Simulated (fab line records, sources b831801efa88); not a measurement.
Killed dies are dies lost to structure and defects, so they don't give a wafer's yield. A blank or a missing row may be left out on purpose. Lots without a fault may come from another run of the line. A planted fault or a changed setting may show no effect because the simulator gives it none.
Which tool did it? | flow sfq_line | 7 lots, 20 wafers sampled, at 2 steps of a route of 325

WHAT THE GAUGES READ, wafer by wafer
SFQ_M1_RS_MEAS_909: measures by four-point-probe.
lot  | measured     | on            | M1_NB_RS (ohm/sq)
L171 | day 16 21:07 | film_metro-02 | 0.879 0.872 0.884
L173 | day 18 06:42 | film_metro-03 | 0.865 0.883 0.880
L175 | day 19 03:37 | film_metro-03 | 0.890 0.878 0.886
L177 | day 19 21:45 | film_metro-04 | 0.890 0.882 0.901
L179 | day 20 15:40 | film_metro-02 | 0.894 0.880 0.884
L185 | day 23 00:57 | film_metro-03 | 0.992 0.899
L191 | day 27 04:19 | film_metro-04 | 0.889 0.892 0.892

WHICH TOOL RAN EACH LOT (tool, then ch and the chambers of the sampled wafers, then the start)
lot  | SFQ_TRILAYER_M1_DEP_SPUTTER_037
L171 | pvd_sputter-03, day 16 21:01
L173 | pvd_sputter-03, day 18 06:37
L175 | pvd_sputter-04, day 19 03:32
L177 | pvd_sputter-04, day 19 21:40
L179 | pvd_sputter-04, day 20 15:35
L185 | pvd_sputter-03, day 23 00:52
L191 | pvd_sputter-05, day 27 04:13
- SFQ_TRILAYER_M1_DEP_SPUTTER_037: material Nb, target thk 200 nm, time 133.3 s.

THE ANSWER, worked out from the rows above alone
Rule: what is usual is taken from the lots themselves. Put in order of their means at a reading, lots are off if they are a third of the lots or fewer, leave a main group of 4 or more, and stand apart from it by a gap of 3 or more times the standard deviation of the main group's means; of several such gaps the widest counts. A main group whose means are all the same, to the digits that the tables above print for the reading, isn't used. A lot without any number at a reading at which 4 lots or more have one is off too. The other lots that the step has rows for count as sound.
Off: L185, at SFQ_M1_RS_MEAS_909 (M1_NB_RS). The main group: mean 0.885 ohm/sq, standard deviation 0.0057.
A tool fits if, at a process step before that reading, it ran every lot that is off, and no sound lot after the first of them. The gauges at SFQ_M1_RS_MEAS_909 are tried like those tools. Can't be told from this: 2 tools fit, pvd_sputter-03 at SFQ_TRILAYER_M1_DEP_SPUTTER_037, film_metro-03 at SFQ_M1_RS_MEAS_909.

WHAT THE SIMULATOR HAD PUT IN
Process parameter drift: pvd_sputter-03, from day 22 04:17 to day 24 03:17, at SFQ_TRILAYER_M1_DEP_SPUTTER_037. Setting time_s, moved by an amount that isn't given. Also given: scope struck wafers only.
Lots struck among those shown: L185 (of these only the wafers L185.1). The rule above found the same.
